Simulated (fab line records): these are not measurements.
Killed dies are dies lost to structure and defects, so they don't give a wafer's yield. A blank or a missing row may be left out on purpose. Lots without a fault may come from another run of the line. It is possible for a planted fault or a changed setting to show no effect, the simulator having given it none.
Problem report in the 8D (eight disciplines) form, filled by code -- flow sky130 -- the parts of the form that need people (team, actions taken, sign-off) are left out

## 1. PROBLEM STATEMENT
Wafers without a fault read 44 with a standard deviation of 6.4, while killed_at_M0_to_M3 at SKY_PAD_OPEN_PROBE_99 averages 90 across 2 wafers of 1 lot. That puts it +7.2 standard deviations away from the usual mean.
Seen first at day 48 05:28 on prober-01, wafer L352.2. The record has a number at this step for 36 wafers belonging to 12 lots. By rule, "out" or "out of limits" means more than 4 standard deviations away from the usual mean. The rest of the wafers with a number are treated as sound.

## 2. WHAT IT IS, WHAT IT ISN'T
question,is,is not
which readings at this step,"killed_at_M0_to_M3, defect limited yield, killed dies, sort_bin_3_pad_short, sort n pass, sort yield pct","killed_at_M4_up, killed at contacts, killed at other, killed open, killed short, sort_bin_6_memory"
which lots,L352,"L342, L344, L345, L346, L348, L349, L361, L362, L363, L364, L365"
which wafers of those lots,"L352.2, L352.5",L352.1
read on which tools,prober-01,prober-02
when,from day 48 05:28,"up to then (19 sound wafers); but 15 sound wafers of L361, L362, L363, L364, L365 came after"

## 3. WHAT RULES OUT EACH SUSPECT
Counting: if a tool at a process step up to the reading ran every lot that is out, it stays a suspect. Sound lots after the first of them don't rule it out here, since some wafers of a struck lot are sound.
- pvd sputter-01 at SKY_VIA1_SPUTTER_20 (material TiN, target thk 20 nm, time 80 s): kept. The lot that is out, L352, ran on it at day 37 04:35; the last sound lot it ran before that was L349, at day 36 10:56.
- rie diel-03 at SKY_VIA3_ETCH_15 (etches SiO2 in C4F8/O2/Ar, stops on TiN, target depth 507 nm, time 78 s): kept. The lot that is out, L352, ran on it at day 42 14:08; the last sound lot it ran before that was L348, at day 41 18:46.
- prober-01 at SKY_PAD_OPEN_PROBE_99: kept. The lot that is out, L352, ran on it at day 48 05:25; the last sound lot it ran before that was L349, at day 47 15:27. Out on those wafers are its own readings of defect limited yield, killed_at_M0_to_M3, killed dies, sort_bin_3_pad_short, sort n pass, sort yield pct.
- The sound lot-mates ran in chamber 2 of rie diel-03 at SKY_VIA3_ETCH_15, but the wafers that are out ran in chamber 3.
Still standing after the count: pvd sputter-01 at SKY_VIA1_SPUTTER_20, rie diel-03 at SKY_VIA3_ETCH_15, prober-01 at SKY_PAD_OPEN_PROBE_99.

## 4. THE CAUSE (what the simulator had put in)
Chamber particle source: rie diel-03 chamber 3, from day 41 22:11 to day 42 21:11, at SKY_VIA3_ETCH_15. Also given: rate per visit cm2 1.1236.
Counting leaves 3 suspects; this tool is one of them.

## 5. THE EFFECT CHAIN, in route order
Each row: a reading whose mean over the struck wafers that have a number lies more than 3 standard deviations from the usual. Only readings whose record carries a usual standard deviation are examined. hours: median over the lots of the time between each lot's start at the first step of this table that gives one and its start at this step. sigmas: the change, counted in usual standard deviations.
hours,step,reading,usual,on struck wafers,change,sigmas
0,SKY_PAD_OPEN_PROBE_99,defect limited yield,82.5 %,72.8,-9.8,-5.1
0,SKY_PAD_OPEN_PROBE_99,killed_at_M0_to_M3,44,90,+46,+7.2
0,SKY_PAD_OPEN_PROBE_99,killed dies,86,134,+48,+5.1
0,SKY_PAD_OPEN_PROBE_99,killed on rim,17,30,+13,+3.3
0,SKY_PAD_OPEN_PROBE_99,sort_bin_3_pad_short,0.8 %,3.6,+2.8,+6.4
0,SKY_PAD_OPEN_PROBE_99,sort_bin_5_function,10.5 %,17.8,+7.3,+4.6
0,SKY_PAD_OPEN_PROBE_99,sort n pass,406,358,-48,-5.1
0,SKY_PAD_OPEN_PROBE_99,sort yield pct,82.5 %,72.8,-9.8,-5.1
Process steps it contains:
- SKY_PAD_OPEN_PROBE_99

## 6. WHAT WOULD HAVE CAUGHT IT SOONER
First out-of-limits reading in this record: day 48 05:28, which is 151 hours after fault onset at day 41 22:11.
No tool reading at SKY_VIA3_ETCH_15 that has a usual standard deviation in the record was out on any struck wafer, so an alarm limit of 4 standard deviations on those readings would not have fired.
By day 48 05:28 the whole set of lots that are out, 1 in number, had already begun SKY_VIA3_ETCH_15 on rie diel-03. Holding the tool at that point would not have protected any of them.
